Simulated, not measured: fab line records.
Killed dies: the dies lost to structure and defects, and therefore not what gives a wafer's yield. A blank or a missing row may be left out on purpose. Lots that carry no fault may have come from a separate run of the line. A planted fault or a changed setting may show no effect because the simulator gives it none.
fab line records	flow sfq-line
[record] lots = 6	wafers = 18	last-day = 89
route steps=325 shown M1@72 I1@73 M2@88
lots untouched by any fault: they come from a run of this same line in which no faults occurred
start-h: hours from the record's first day to the start of the lot's first wafer shown	wait-h: time in hours since the lot's previous step	" unchanged from the row above	L1.1+2: a row that stands for several wafers	- no value, or no start was given	* or withheld: withheld	< > ~ a bound
route shown NAME@n: names a module that has steps shown in the file, with the first one's number in the route	usual: average and standard deviation across the fault-free wafers	same: alike in all rows	chamber/n: place in a boat	sites: the reading at each site	_std_site: the values' standard deviation	_edge_site: inner sites' mean taken away from outer sites' mean	radius-mm: for every site, how far away it sits from the centre of the wafer	mask NAME#n: copy n	behind: tool/chamber where the wafer was last shaped	hold: why the lot went on hold/how many hours it stayed there/how the hold came to an end	device: the transistor (n, p or np) that didn't switch	end of line: tests of these same wafers at the route's end	for a step that has no rows: nothing shown but its recipe	killed: count of dies lost to structure and defects at first sort (not the wafer's yield)	map: a wafer's dies, marking killed ones x, the rest . and places with no die _
set.NAME: the setting the step ran with; set.NAME@STEP: the setting that earlier step ran with	model.NAME: the simulator's own value behind a step, which no gauge read
certain route steps with their lots: each step a table, each wafer a row
services: when a tool's chamber went out of use (start-h, in hours from the record's first day, below 0 if earlier), for how many hours, and the reason
[[steps]]
[step SFQ_TRILAYER_M1_STRIP_SOLV_CLEAN_044]
[recipe] chemistry = NMP	temp-c = 70	time-s = 600
[step SFQ_TRILAYER_I1_DEP_PECVD_045]
[recipe] material = SiO2	temp-c = 150	time-s = 111.11	pressure-torr = 2.4	rf-w = 183.3	precursor = SiH4/N2O	target-thk-nm = 500
[usual] heater-power-w = 88/16	susceptor-temp-C = 150.01/0.14	throttle-valve-pct = 23.8/1.5
lot.wafer	tool	chamber	start-h	wait-h	heater-power-w	susceptor-temp-C	throttle-valve-pct
L916.3	pecvd-01	2	397.18	0.0	87	149.96	22.2
L916.5	"	2	"	"	72	150.18	22.3
L916.6	"	1	"	"	76	150.24	23.0
L918.1	pecvd-01	2	412.88	0.0	84	149.99	22.6
L918.5	"	1	"	"	67	150.01	23.2
L918.6	"	2	"	"	86	149.91	22.5
L923.3	pecvd-03	0	452.48	0.0	81	149.98	22.4
L923.5	"	1	"	"	73	149.96	22.7
L923.6	"	0	"	"	68	149.93	22.4
L924.2	pecvd-04	1	457.28	0.0	95	150.17	25.3
L924.3	"	2	"	"	96	149.98	27.2
L924.4	"	0	"	"	93	149.88	26.3
L925.1	pecvd-04	2	470.48	0.0	100	149.88	26.8
L925.3	"	0	"	"	90	150.09	26.3
L925.5	"	0	"	"	94	150.14	26.3
L933.1	pecvd-01	1	543.83	0.0	68	149.93	23.3
L933.3	"	2	"	"	86	150.15	22.4
L933.6	"	0	"	"	110	149.91	23.6
[step SFQ_TRILAYER_I1_CMP_CMP_046]
[recipe] material = SiO2	down-force-psi = 3	platen-rpm = 60	pad-velocity-m-s = 0.94248
[usual] motor-current-A = 10.2/0.81	time-to-endpoint-s = 215/8
lot.wafer	tool	chamber	start-h	wait-h	motor-current-A	time-to-endpoint-s
L916.3	cmp-01	3	398.46	1.2	10.7	200
L916.6	"	3	400.46	3.2	10.7	207
L916.5	"	0	"	"	9.4	225
L918.1	cmp-01	1	416.67	3.8	11.0	215
L918.6	"	1	418.67	5.7	10.5	215
L918.5	"	2	"	"	10.0	216
L923.3	cmp-01	1	455.98	3.5	10.3	219
L923.6	"	1	457.98	5.4	10.8	222
L923.5	"	2	"	"	10.6	211
L924.4	cmp-01	1	459.48	2.1	10.5	210
L924.3	"	2	"	"	11.0	200
L924.2	"	3	"	"	10.6	203
L925.1	cmp-02	2	471.39	0.9	9.4	207
L925.3	"	3	"	"	11.6	215
L925.5	"	1	472.89	2.3	9.6	210
L933.3	cmp-01	1	544.41	0.5	10.8	222
L933.1	"	2	"	"	10.4	209
L933.6	"	1	546.41	2.5	11.1	236
[step SFQ_I1_BOW_MEAS_912]
[recipe] mode = bow
[usual] I1_BOW = -1/6.6
lot.wafer	tool	chamber	start-h	wait-h	I1_BOW[um]
L916.3	film-metro-03	-	401.50	2.5	0
L916.5	"	-	"	"	5
L916.6	"	-	"	"	-12
L918.1	film-metro-02	-	419.67	2.5	-1
L918.5	"	-	"	"	-2
L918.6	"	-	"	"	1
L923.3	film-metro-03	-	459.02	2.5	-1
L923.5	"	-	"	"	4
L923.6	"	-	"	"	2
L924.2	film-metro-02	-	462.00	1.0	-1
L924.3	"	-	"	"	10
L924.4	"	-	"	"	-3
L925.1	film-metro-03	-	473.89	2.0	11
L925.3	"	-	"	"	8
L925.5	"	-	"	"	14
L933.1	film-metro-02	-	546.91	1.5	4
L933.3	"	-	"	"	-3
L933.6	"	-	"	"	-7
[step SFQ_TRILAYER_I1_METRO_MEASURE_047]
[usual] thk-nm = 199.6/1.3
lot.wafer	tool	chamber	start-h	wait-h	thk-nm
L916.3	film-metro-03	-	401.98	0.5	198.8
L916.5	"	-	"	"	200.8
L916.6	"	-	"	"	199.6
L918.1	film-metro-02	-	419.79	0.1	200.6
L918.5	"	-	"	"	200.2
L918.6	"	-	"	"	200.9
L923.3	film-metro-03	-	459.50	0.5	201.5
L923.5	"	-	"	"	197.8
L923.6	"	-	"	"	200.9
L924.2	film-metro-02	-	462.30	0.3	198.4
L924.3	"	-	"	"	199.4
L924.4	"	-	"	"	201.0
L925.1	film-metro-03	-	474.01	0.1	198.2
L925.3	"	-	"	"	200.3
L925.5	"	-	"	"	199.0
L933.1	film-metro-02	-	547.03	0.1	200.4
L933.3	"	-	"	"	203.2
L933.6	"	-	"	"	201.4
[step SFQ_TRILAYER_I1_VIA_LITHO_COAT_054]
[recipe] resist = BARC	spin-rpm = 3000	resist-thk-nm = 62
[step SFQ_TRILAYER_I1_VIA_LITHO_COAT_049]
[recipe] resist = KrF	spin-rpm = 3000	resist-thk-nm = 650
[step SFQ_TRILAYER_I1_VIA_LITHO_SOFTBAKE_053]
[recipe] temp-c = withheld	time-s = withheld	resist = KrF
[step SFQ_TRILAYER_I1_VIA_LITHO_EXPOSE_050]
[recipe] mask-id = I1	na = 0.6	source-shape = conventional	sigma-outer = 0.65	target-cd-nm = 500	dose-mj = 21.3
[step SFQ_TRILAYER_I1_VIA_LITHO_PEB_052]
[recipe] peb-temp-c = 115	peb-time-s = 60	resist = KrF
[step SFQ_TRILAYER_I1_VIA_LITHO_DEVELOP_051]
[recipe] time-s = 60	resist = KrF
[step SFQ_I1_OVL_MEAS_913]
[usual] I1_OVL = -3/4.6
lot.wafer	tool	chamber	start-h	wait-h	I1_OVL[nm]
L916.3	overlay-02	-	421.01	0.1	1
L916.5	"	-	"	"	-3
L916.6	"	-	"	"	-14
L918.1	overlay-01	-	434.20	0.1	-11
L918.5	"	-	"	"	-3
L918.6	"	-	"	"	-3
L923.3	overlay-02	-	475.11	0.1	7
L923.5	"	-	"	"	6
L923.6	"	-	"	"	-5
L924.2	overlay-01	-	497.49	0.1	-13
L924.3	"	-	"	"	-8
L924.4	"	-	"	"	-9
L925.1	overlay-02	-	511.88	0.1	5
L925.3	"	-	"	"	1
L925.5	"	-	"	"	-6
L933.1	overlay-02	-	584.21	0.1	-5
L933.3	"	-	"	"	-9
L933.6	"	-	"	"	-10
[step SFQ_TRILAYER_I1_VIA_BARC_OPEN_VIA_ETCH_071]
[recipe] mask-material = PR	chemistry = O2	target-depth-nm = 125	target = BARC	source-w = 500	bias-w = 80	pressure-mtorr = 30	time-s = 41.7
[usual] bias-w = 80.00/0.26	chamber-pressure-mTorr = 30.005/0.025	drypump-motor-current-A = 5.8/0.49	oes-product-au = 0.685/0.0048
lot.wafer	tool	chamber	start-h	wait-h	bias-w	chamber-pressure-mTorr	drypump-motor-current-A	oes-product-au	rf-hours-counter-h	model.KrF_of_TRILAYER_I1_VIA_LITHO_COAT_049.thk-nm
L916.3	rie-diel-03	2	421.03	0.0	80.13	29.984	5.0	0.679	68	575.7
L916.5	"	3	"	"	80.08	30.063	6.1	0.686	-	573.8
L916.6	"	2	"	"	80.34	29.990	5.0	0.681	-	574.6
L918.1	rie-diel-01	2	434.23	0.0	79.96	30.020	5.7	0.683	2	572.8
L918.5	"	3	"	"	79.67	30.007	5.8	0.691	-	571.5
L918.6	"	2	"	"	80.28	29.975	5.7	0.683	-	570.4
L923.3	rie-diel-01	1	475.13	0.0	-	-	-	-	-	626.2
L923.5	"	0	"	"	-	-	-	-	-	625.8
L923.6	"	1	"	"	-	-	-	-	-	624.9
L924.2	rie-diel-01	1	497.52	0.0	-	-	-	-	-	626.8
L924.3	"	2	"	"	-	-	-	-	-	624.6
L924.4	"	3	"	"	-	-	-	-	-	623.5
L925.1	rie-diel-02	1	511.92	0.0	79.74	29.986	6.3	0.684	85	575.7
L925.3	"	3	"	"	80.14	29.994	5.6	0.674	65	574.5
L925.5	"	1	"	"	79.61	29.985	6.3	0.684	-	576.3
L933.1	rie-diel-01	0	584.24	0.0	80.01	30.004	6.0	0.683	58	572.8
L933.3	"	2	"	"	79.95	30.021	5.8	0.680	4	572.2
L933.6	"	1	"	"	80.11	30.032	4.8	0.689	-	573.1
[step SFQ_TRILAYER_I1_VIA_ETCH_VIA_ETCH_052]
[recipe] target = SiO2	stop-on = Nb	mask-material = PR	taper-deg = 20	chemistry = CHF3	target-depth-nm = 260	source-w = 500	bias-w = 80	pressure-mtorr = 30	time-s = withheld
[usual] bias-w = 79.98/0.24	chamber-pressure-mTorr = 30.001/0.03	drypump-motor-current-A = 5.8/0.49	oes-product-au = 0.854/0.0053
lot.wafer	tool	chamber	start-h	wait-h	bias-w	chamber-pressure-mTorr	drypump-motor-current-A	oes-product-au	model.KrF_of_TRILAYER_I1_VIA_LITHO_COAT_049.thk-nm
L916.3	rie-diel-03	2	421.07	0.0	79.92	29.988	5.0	0.852	532
L916.5	"	3	"	"	80.19	29.997	6.1	0.857	528.9
L916.6	"	2	"	"	80.00	30.000	5.0	0.856	530.5
L918.1	rie-diel-01	2	434.27	0.0	79.64	29.996	5.8	0.857	527.4
L918.5	"	3	"	"	79.81	30.028	5.8	0.854	526.1
L918.6	"	2	"	"	79.80	30.006	5.7	0.860	525.3
L923.3	rie-diel-01	1	475.17	0.0	79.85	29.985	4.8	0.374	581.4
L923.5	"	0	"	"	79.76	30.027	6.0	0.375	581.7
L923.6	"	1	"	"	79.96	29.953	4.8	0.371	580.3
L924.2	rie-diel-01	1	497.56	0.0	79.87	30.054	4.8	0.377	582
L924.3	"	2	"	"	80.30	29.983	5.8	0.365	579.4
L924.4	"	3	"	"	79.91	29.996	5.8	0.375	577.3
L925.1	rie-diel-02	1	511.96	0.0	80.17	30.054	6.3	0.860	530.8
L925.3	"	3	"	"	80.28	30.011	5.6	0.858	529.8
L925.5	"	1	"	"	79.90	30.056	6.3	0.842	531.9
L933.1	rie-diel-01	0	584.28	0.0	80.19	30.016	6.0	0.851	528.4
L933.3	"	2	"	"	79.78	29.944	5.8	0.855	527.5
L933.6	"	1	"	"	80.33	29.979	4.8	0.851	528.9
[step SFQ_TRILAYER_I1_VIA_STRIP_STRIP_053]
[recipe] gas = O2	power-w = 200	platen-temp-c = 40	overash-fraction = 0.65	chemistry = O2	pressure-mtorr = 50
[usual] chamber-pressure-mTorr = 50.00/0.046	drypump-motor-current-A = 5.50/0.29	oes-product-au = 1.003/0.0089
lot.wafer	tool	chamber	start-h	wait-h	chamber-pressure-mTorr	drypump-motor-current-A	oes-product-au	rf-hours-counter-h
L916.3	rie-metal-03	1	421.39	-	50.00	5.80	0.997	-
L916.5	"	0	"	"	50.00	5.15	1.011	-
L916.6	"	1	"	"	49.92	5.80	0.991	-
L918.1	rie-metal-03	1	434.39	-	50.02	5.80	1.013	67
L918.5	"	0	"	"	50.02	5.20	1.011	-
L918.6	"	1	"	"	49.88	5.78	1.006	-
L923.3	rie-metal-01	1	475.49	-	49.98	5.59	1.013	-
L923.5	"	1	"	"	50.01	5.61	1.005	-
L923.6	"	0	"	"	49.90	5.42	1.014	-
L924.2	rie-metal-02	1	497.67	-	49.99	5.81	1.001	111
L924.3	"	0	"	"	50.09	5.22	1.005	-
L924.4	"	1	"	"	49.94	5.82	0.996	-
L925.1	rie-metal-02	0	512.07	-	49.95	5.20	0.996	124
L925.3	"	0	"	"	50.01	5.19	0.992	-
L925.5	"	1	"	"	49.96	5.83	0.990	-
L933.1	rie-metal-01	1	584.39	-	49.91	5.57	1.021	121
L933.3	"	1	"	"	49.95	5.57	1.007	-
L933.6	"	1	"	"	49.94	5.58	1.012	-
[step SFQ_TRILAYER_I1_VIA_STRIP_SOLV_CLEAN_054]
[recipe] chemistry = NMP	temp-c = 70	time-s = 600
[step SFQ_TRILAYER_M2_DEP_PRE_CLEAN_056]
[recipe] gas = Ar	time-s = 22.5	bias-v = 250
[step SFQ_TRILAYER_M2_DEP_SPUTTER_055]
[recipe] material = Nb	base-pressure-pa = 1.33e-06	chamber-pressure-pa = 0.1333	substrate-temp-c = 20	resputter-cathode-voltage-v = 400	target-thk-nm = 200	power-w = 2000	time-s = 133.3
[usual] substrate-temp-c = 20.01/0.1	throttle-valve-pct = 29.3/1.2
lot.wafer	tool	chamber	start-h	wait-h	substrate-temp-c	throttle-valve-pct
L916.3	pvd-sputter-03	-	421.99	0.0	20.09	32.0
L916.5	"	-	"	"	19.93	28.3
L916.6	"	-	"	"	20.02	32.0
L918.1	pvd-sputter-05	-	435.19	0.0	20.07	30.7
L918.5	"	-	"	"	20.30	28.2
L918.6	"	-	"	"	20.05	30.4
L923.3	pvd-sputter-04	-	476.09	0.0	19.99	28.4
L923.5	"	-	"	"	19.88	29.2
L923.6	"	-	"	"	20.05	30.3
L924.2	pvd-sputter-05	-	498.47	0.0	19.99	28.0
L924.3	"	-	"	"	19.95	28.4
L924.4	"	-	"	"	19.96	30.1
L925.1	pvd-sputter-03	-	512.87	0.0	19.81	32.0
L925.3	"	-	"	"	19.82	29.2
L925.5	"	-	"	"	19.89	32.2
L933.1	pvd-sputter-04	-	585.20	0.0	20.06	30.4
L933.3	"	-	"	"	19.98	29.1
L933.6	"	-	"	"	20.00	27.6
[step SFQ_M2_RS_MEAS_914]
[recipe] thk-meas-gauge = four-point-probe	reads = Nb_of_TRILAYER_M2_DEP_SPUTTER_055
[usual] M2_NB_RS = 0.888/0.01
lot.wafer	tool	chamber	start-h	wait-h	M2_NB_RS[ohm/sq]
L916.3	film-metro-01	-	422.12	0.1	0.884
L916.5	"	-	"	"	0.891
L916.6	"	-	"	"	0.879
L918.1	film-metro-04	-	435.28	0.0	0.906
L918.5	"	-	"	"	0.905
L918.6	"	-	"	"	0.905
L923.3	film-metro-04	-	476.22	0.1	0.862
L923.5	"	-	"	"	0.877
L923.6	"	-	"	"	0.867
L924.2	film-metro-03	-	498.58	0.1	0.895
L924.3	"	-	"	"	0.887
L924.4	"	-	"	"	0.886
L925.1	film-metro-03	-	512.96	0.0	0.881
L925.3	"	-	"	"	0.888
L925.5	"	-	"	"	0.880
L933.1	film-metro-03	-	585.29	0.0	0.875
L933.3	"	-	"	"	0.886
L933.6	"	-	"	"	0.874
[step SFQ_TRILAYER_M2_LITHO_COAT_062]
[recipe] resist = BARC	spin-rpm = 3000	resist-thk-nm = 62
[step SFQ_TRILAYER_M2_LITHO_COAT_057]
[recipe] resist = KrF	spin-rpm = 3000	resist-thk-nm = 600
[step SFQ_TRILAYER_M2_LITHO_SOFTBAKE_061]
[recipe] temp-c = withheld	time-s = withheld	resist = KrF
[step SFQ_TRILAYER_M2_LITHO_EXPOSE_058]
[recipe] mask-id = M2	na = 0.6	source-shape = conventional	sigma-outer = 0.65	target-cd-nm = 500	dose-mj = 14.4
[usual] exposure-dose-mJ-cm2 = 14.399/0.012	focus-offset-nm = -0.1/0.54
lot.wafer	tool	chamber	start-h	wait-h	mask	exposure-dose-mJ-cm2	focus-offset-nm
L916.3	krf-scanner-01	0	434.30	-	M2#0	14.374	0.2
L916.5	"	0	"	"	M2#0	14.408	0.4
L916.6	"	0	"	"	M2#0	14.406	-0.1
L918.1	krf-scanner-01	0	449.50	-	M2#0	14.407	0.8
L918.5	"	0	"	"	M2#0	14.397	0.4
L918.6	"	0	"	"	M2#0	14.403	0.6
L923.3	krf-scanner-01	-	511.98	-	M2#0	-	-
L923.5	"	-	"	"	M2#0	-	-
L923.6	"	-	"	"	M2#0	-	-
L924.2	krf-scanner-01	-	530.98	-	M2#0	-	-
L924.3	"	-	"	"	M2#0	-	-
L924.4	"	-	"	"	M2#0	-	-
L925.1	krf-scanner-01	0	541.13	-	M2#0	14.387	0.7
L925.3	"	0	"	"	M2#0	14.379	-0.1
L925.5	"	0	"	"	M2#0	14.416	-0.1
L933.1	krf-scanner-01	0	616.31	-	M2#0	14.403	0.5
L933.3	"	0	"	"	M2#0	14.410	0.2
L933.6	"	0	"	"	M2#0	14.395	-0.6
[step SFQ_TRILAYER_M2_LITHO_PEB_060]
[recipe] peb-temp-c = 115	peb-time-s = 60	resist = KrF
[[services]]
tool	chamber	start-h	hours	kind
pecvd-01	1	373.97	7.7	repair
krf-scanner-01	-	384.69	0.2	repair
film-metro-02	-	388.75	0.4	pm
film-metro-02	-	395.25	1.1	pm
film-metro-02	-	396.38	4.2	pm
film-metro-02	-	404.23	0.5	pm
film-metro-03	-	409.59	2.8	pm
cmp-01	-	428.46	0.5	repair
film-metro-02	-	451.43	0.2	pm
film-metro-03	-	464.79	0.3	pm
krf-scanner-01	-	467.50	1.3	pm
film-metro-02	-	477.51	14.7	repair
krf-scanner-01	-	479.60	1.0	pm
krf-scanner-01	-	480.15	15.8	repair
film-metro-02	-	492.22	1.5	pm
rie-diel-01	3	504.28	3.9	repair
cmp-01	-	524.39	1.4	repair
krf-scanner-01	-	534.38	0.8	pm
rie-diel-01	2	539.74	2.4	repair
krf-scanner-01	-	547.13	4.4	pm
film-metro-03	-	563.29	0.8	repair
film-metro-02	-	566.04	6.7	pm
cmp-01	-	576.16	4.0	pm
rie-diel-01	1	586.24	8.5	repair
[[key]]
[first-sign] step = SFQ_TRILAYER_I1_VIA_BARC_OPEN_VIA_ETCH_071	reading = tool-record	direction = missing
[effect] step = SFQ_TRILAYER_I1_VIA_ETCH_VIA_ETCH_052	reading = oes-product-au	direction = down	sigmas = 91	usual = 0.854	struck = 0.373
[effect] step = SFQ_TRILAYER_M2_LITHO_EXPOSE_058	reading = tool-record	direction = missing
[model-effect] step = SFQ_TRILAYER_I1_VIA_BARC_OPEN_VIA_ETCH_071	value = KrF_of_TRILAYER_I1_VIA_LITHO_COAT_049.thk-nm	without = 573.6	struck = 625.3
[model-effect] step = SFQ_TRILAYER_I1_VIA_ETCH_VIA_ETCH_052	value = KrF_of_TRILAYER_I1_VIA_LITHO_COAT_049.thk-nm	without = 528.7	struck = 580.4
met-at SFQ_TRILAYER_I1_VIA_BARC_OPEN_VIA_ETCH_071
struck-wafers L923.3,L923.5,L923.6,L924.2,L924.3,L924.4
onset-between 434.23 475.13
[fault] kind = skipped-step-whole	tool = rie-diel-01	chamber = -	onset-h = 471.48	steps = SFQ_TRILAYER_I1_VIA_BARC_OPEN_VIA_ETCH_071	scope = struck-lots-only
